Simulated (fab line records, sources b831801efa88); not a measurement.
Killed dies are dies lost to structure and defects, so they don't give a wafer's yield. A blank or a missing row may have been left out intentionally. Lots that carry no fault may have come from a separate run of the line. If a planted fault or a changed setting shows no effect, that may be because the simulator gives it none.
What tool caused it? / flow sky130 / 13 lots with 39 wafers sampled at 5 steps, on a route of 708 steps

WHAT THE GAUGES READ, wafer by wafer
SKY_VT_ADJUST_LVTN_TW_MEAS_10.
lot=L552; measured=day 6 21:24; on=film metro-04; VT_ADJUST_LVTN_TW=246.2 247.3 246.3
lot=L553; measured=day 7 01:32; on=film metro-01; VT_ADJUST_LVTN_TW=241.9 241.8 241.6
lot=L554; measured=day 7 12:08; on=film metro-04; VT_ADJUST_LVTN_TW=246.5 245.4 245.3
lot=L556; measured=day 8 06:53; on=film metro-01; VT_ADJUST_LVTN_TW=242.7 243.1 243.4
lot=L557; measured=day 8 07:14; on=film metro-02; VT_ADJUST_LVTN_TW=239.4 241.9 240.5
lot=L561; measured=day 9 11:07; on=film metro-04; VT_ADJUST_LVTN_TW=244.1 245.8 243.4
lot=L562; measured=day 9 14:49; on=film metro-04; VT_ADJUST_LVTN_TW=244.7 244.6 244.6
lot=L565; measured=day 10 09:26; on=film metro-01; VT_ADJUST_LVTN_TW=242.8 242.9 242.5
lot=L566; measured=day 10 11:58; on=film metro-04; VT_ADJUST_LVTN_TW=245.7 247.2 246.4
lot=L568; measured=day 12 04:09; on=film metro-02; VT_ADJUST_LVTN_TW=242.3 240.1 242.3
lot=L572; measured=day 12 12:06; on=film metro-01; VT_ADJUST_LVTN_TW=243.3 243.6 241.8
lot=L574; measured=day 12 20:28; on=film metro-04; VT_ADJUST_LVTN_TW=247.2 246.5 245.9
lot=L575; measured=day 13 11:56; on=film metro-01; VT_ADJUST_LVTN_TW=243.1 241.6 242.0

SKY_VT_ADJUST_HVTR_CD_MEAS_07: target cd 380 nm.
lot=L552; measured=day 9 11:11; on=cd sem-01; cd nm (nm)=377.2 381.8 376.2
lot=L553; measured=day 9 12:30; on=cd sem-02; cd nm (nm)=380.6 381.3 381.6
lot=L554; measured=day 10 03:36; on=cd sem-01; cd nm (nm)=378.3 376.5 372.4
lot=L556; measured=day 11 01:41; on=cd sem-01; cd nm (nm)=384.0 381.9 383.8
lot=L557; measured=day 11 02:04; on=cd sem-01; cd nm (nm)=378.1 375.7 377.3
lot=L561; measured=day 12 09:11; on=cd sem-01; cd nm (nm)=383.1 380.9 382.9
lot=L562; measured=day 12 13:00; on=cd sem-02; cd nm (nm)=381.5 379.0 380.9
lot=L565; measured=day 13 08:58; on=cd sem-01; cd nm (nm)=382.4 381.2 380.5
lot=L566; measured=day 13 12:58; on=cd sem-02; cd nm (nm)=377.3 376.1 377.6
lot=L568; measured=day 15 08:02; on=cd sem-02; cd nm (nm)=380.4 380.2 379.9
lot=L572; measured=day 15 17:23; on=cd sem-02; cd nm (nm)=381.5 380.8 381.5
lot=L574; measured=day 16 03:55; on=cd sem-01; cd nm (nm)=381.6 381.7 382.9
lot=L575; measured=day 16 20:04; on=cd sem-01; cd nm (nm)=380.0 381.5 378.8

SKY_SONOS_TUNNEL_CD_MEAS_07: target cd 410 nm.
lot=L552; measured=day 11 08:59; on=cd sem-01; cd nm (nm)=413.3 413.4 414.5
lot=L553; measured=day 11 09:47; on=cd sem-01; cd nm (nm)=410.6 409.9 409.9
lot=L554; measured=day 12 03:11; on=cd sem-01; cd nm (nm)=409.1 409.1 409.2
lot=L556; measured=day 13 02:05; on=cd sem-01; cd nm (nm)=409.9 406.8 408.3
lot=L557; measured=day 13 02:23; on=cd sem-02; cd nm (nm)=406.5 407.9 410.7
lot=L561; measured=day 14 11:53; on=cd sem-01; cd nm (nm)=283.3 281.6 282.3 283.4 281.8 282.5
lot=L562; measured=day 14 16:51; on=cd sem-01; cd nm (nm)=282.8 286.2 286.3 282.9 286.1 286.8
lot=L565; measured=day 15 13:49; on=cd sem-01; cd nm (nm)=325.8 324.8 323.1 325.6 325.0 323.1
lot=L566; measured=day 15 19:32; on=cd sem-01; cd nm (nm)=326.6 326.0 326.8 326.8 326.2 326.4
lot=L568; measured=day 17 15:22; on=cd sem-01; cd nm (nm)=413.8 414.0 412.6
lot=L572; measured=day 18 02:20; on=cd sem-01; cd nm (nm)=409.8 409.9 407.5
lot=L574; measured=day 18 13:23; on=cd sem-02; cd nm (nm)=409.9 409.8 409.1
lot=L575; measured=day 19 07:02; on=cd sem-02; cd nm (nm)=408.4 408.8 409.2

WHICH TOOL RAN EACH LOT (tool, then ch and the chambers of the sampled wafers, then the start)
lot=L552; SKY_VT_ADJUST_PCH_STRIP_09=plasma asher-02 ch 0,1, day 10 09:43; SKY_SONOS_TUNNEL_EXPOSE_04=iline stepper-01 ch 0, day 10 21:08
lot=L553; SKY_VT_ADJUST_PCH_STRIP_09=plasma asher-02 ch 0, day 10 11:08; SKY_SONOS_TUNNEL_EXPOSE_04=iline stepper-02 ch 0, day 10 22:40
lot=L554; SKY_VT_ADJUST_PCH_STRIP_09=plasma asher-02 ch 0,1, day 11 03:23; SKY_SONOS_TUNNEL_EXPOSE_04=iline stepper-01 ch 0, day 11 15:07
lot=L556; SKY_VT_ADJUST_PCH_STRIP_09=plasma asher-02 ch 0,1, day 12 01:38; SKY_SONOS_TUNNEL_EXPOSE_04=iline stepper-01 ch 0, day 12 13:55
lot=L557; SKY_VT_ADJUST_PCH_STRIP_09=plasma asher-01 ch 0,1, day 12 01:59; SKY_SONOS_TUNNEL_EXPOSE_04=iline stepper-02 ch 0, day 12 14:22
lot=L561; SKY_VT_ADJUST_PCH_STRIP_09=plasma asher-03 ch 0,1, day 13 10:08; SKY_SONOS_TUNNEL_EXPOSE_04=iline stepper-02 ch 0, day 13 23:16
lot=L562; SKY_VT_ADJUST_PCH_STRIP_09=plasma asher-01 ch 0, day 13 14:49; SKY_SONOS_TUNNEL_EXPOSE_04=iline stepper-02 ch 0, day 14 03:35
lot=L565; SKY_VT_ADJUST_PCH_STRIP_09=plasma asher-03 ch 0,1, day 14 10:32; SKY_SONOS_TUNNEL_EXPOSE_04=iline stepper-02 ch 0, day 15 00:17
lot=L566; SKY_VT_ADJUST_PCH_STRIP_09=plasma asher-01 ch 0,1, day 14 15:52; SKY_SONOS_TUNNEL_EXPOSE_04=iline stepper-02 ch 0, day 15 05:49
lot=L568; SKY_VT_ADJUST_PCH_STRIP_09=plasma asher-01 ch 0,1, day 16 12:23; SKY_SONOS_TUNNEL_EXPOSE_04=iline stepper-01 ch 0, day 17 02:41
lot=L572; SKY_VT_ADJUST_PCH_STRIP_09=plasma asher-02 ch 0,1, day 16 21:07; SKY_SONOS_TUNNEL_EXPOSE_04=iline stepper-01 ch 0, day 17 11:43
lot=L574; SKY_VT_ADJUST_PCH_STRIP_09=plasma asher-02 ch 0,1, day 17 08:23; SKY_SONOS_TUNNEL_EXPOSE_04=iline stepper-01 ch 0, day 17 21:43
lot=L575; SKY_VT_ADJUST_PCH_STRIP_09=plasma asher-01 ch 0,1, day 18 00:47; SKY_SONOS_TUNNEL_EXPOSE_04=iline stepper-01 ch 0, day 18 16:09
- SKY_VT_ADJUST_PCH_STRIP_09: strips in O2/N2.
- SKY_SONOS_TUNNEL_EXPOSE_04: exposes mask TUNM, target cd 410 nm.

WHAT THE TOOLS THEMSELVES READ (means of the sampled wafers that have a number; where no wafer has one, the mark that the record gives instead)
SKY_VT_ADJUST_PCH_STRIP_09.
lot=L552; tool=plasma asher-02; drypump motor current A (A)=5.1; oes product au (a.u.)=0.726; strip time to endpoint s (s)=36.81
lot=L553; tool=plasma asher-02; drypump motor current A (A)=5.2; oes product au (a.u.)=0.724; strip time to endpoint s (s)=36.92
lot=L554; tool=plasma asher-02; drypump motor current A (A)=5.1; oes product au (a.u.)=0.730; strip time to endpoint s (s)=36.83
lot=L556; tool=plasma asher-02; drypump motor current A (A)=5.1; oes product au (a.u.)=0.716; strip time to endpoint s (s)=36.82
lot=L557; tool=plasma asher-01; drypump motor current A (A)=5.7; oes product au (a.u.)=0.725; strip time to endpoint s (s)=36.80
lot=L561; tool=plasma asher-03; drypump motor current A (A)=6.0; oes product au (a.u.)=0.719; strip time to endpoint s (s)=36.96
lot=L562; tool=plasma asher-01; drypump motor current A (A)=5.8; oes product au (a.u.)=0.724; strip time to endpoint s (s)=36.85
lot=L565; tool=plasma asher-03; drypump motor current A (A)=6.0; oes product au (a.u.)=0.719; strip time to endpoint s (s)=37.07
lot=L566; tool=plasma asher-01; drypump motor current A (A)=5.7; oes product au (a.u.)=0.722; strip time to endpoint s (s)=36.95
lot=L568; tool=plasma asher-01; drypump motor current A (A)=5.8; oes product au (a.u.)=0.724; strip time to endpoint s (s)=37.05
lot=L572; tool=plasma asher-02; drypump motor current A (A)=5.1; oes product au (a.u.)=0.718; strip time to endpoint s (s)=36.89
lot=L574; tool=plasma asher-02; drypump motor current A (A)=5.1; oes product au (a.u.)=0.724; strip time to endpoint s (s)=36.89
lot=L575; tool=plasma asher-01; drypump motor current A (A)=5.7; oes product au (a.u.)=0.724; strip time to endpoint s (s)=37.02

SKY_SONOS_TUNNEL_EXPOSE_04.
lot=L552; tool=iline stepper-01; exposure dose mJ cm2=135.88
lot=L553; tool=iline stepper-02; exposure dose mJ cm2=135.89
lot=L554; tool=iline stepper-01; exposure dose mJ cm2=135.87
lot=L556; tool=iline stepper-01; exposure dose mJ cm2=136.00
lot=L557; tool=iline stepper-02; exposure dose mJ cm2=136.03
lot=L561; tool=iline stepper-02; exposure dose mJ cm2=87.50
lot=L562; tool=iline stepper-02; exposure dose mJ cm2=87.55
lot=L565; tool=iline stepper-02; exposure dose mJ cm2=101.21
lot=L566; tool=iline stepper-02; exposure dose mJ cm2=101.28
lot=L568; tool=iline stepper-01; exposure dose mJ cm2=135.89
lot=L572; tool=iline stepper-01; exposure dose mJ cm2=136.04
lot=L574; tool=iline stepper-01; exposure dose mJ cm2=135.93
lot=L575; tool=iline stepper-01; exposure dose mJ cm2=136.09

THE ANSWER, worked out from the rows above alone
Rule: the usual values come from the lots themselves. The widest of any qualifying gaps counts: lots, ordered by their means at a reading, are off when they make up no more than a third of the lots, leave a main group of 4 or more, and stand apart from it by 3 or more times the standard deviation of that group's means. Not used: any main group whose means are identical at the precision the tables above print for the reading. Also off: a lot with no number at a reading for which 4 or more lots have one. All remaining lots with rows at the step are treated as sound. After the gauges, taken in route order, come the tools' own readings; for these a lot's mean is taken, as printed above. The first step at which some lot is off is used, and at that step the reading that is off furthest; a lot without a number counts as furthest.
Off, at SKY_SONOS_TUNNEL_CD_MEAS_07 on cd nm: L561, L562, L565, L566. The main group has a mean of 410.1 nm with a standard deviation of 2.
A tool fits if, at a process step before that reading, it ran every lot that is off, and no sound lot after the first of them. The gauges at SKY_SONOS_TUNNEL_CD_MEAS_07 aren't tried: what is off there is off at SKY_SONOS_TUNNEL_EXPOSE_04 too, on other tools, and a gauge's error can't cause that. One fits: iline stepper-02 at SKY_SONOS_TUNNEL_EXPOSE_04. Its last sound lot is L557 (day 12 14:22), its first lot that is off L561 (day 13 23:16): a fault that began between those two fits.
On the lots that are off, the tool's own readings at SKY_SONOS_TUNNEL_EXPOSE_04 differ by more than 5 times the standard deviation of the sound lots' means, which bears it out; exposure dose mJ cm2 reads 94.38 there versus 135.96 on the sound lots.

WHAT THE SIMULATOR HAD INSERTED
Process parameter drift: iline stepper-02, from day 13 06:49 on, at SKY_SONOS_TUNNEL_EXPOSE_04. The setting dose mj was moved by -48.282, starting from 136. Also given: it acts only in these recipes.
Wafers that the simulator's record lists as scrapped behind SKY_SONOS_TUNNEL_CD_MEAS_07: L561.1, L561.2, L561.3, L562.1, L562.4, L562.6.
Shown lots that were struck: L561, L562, L565, L566. The same result came from the rule above.
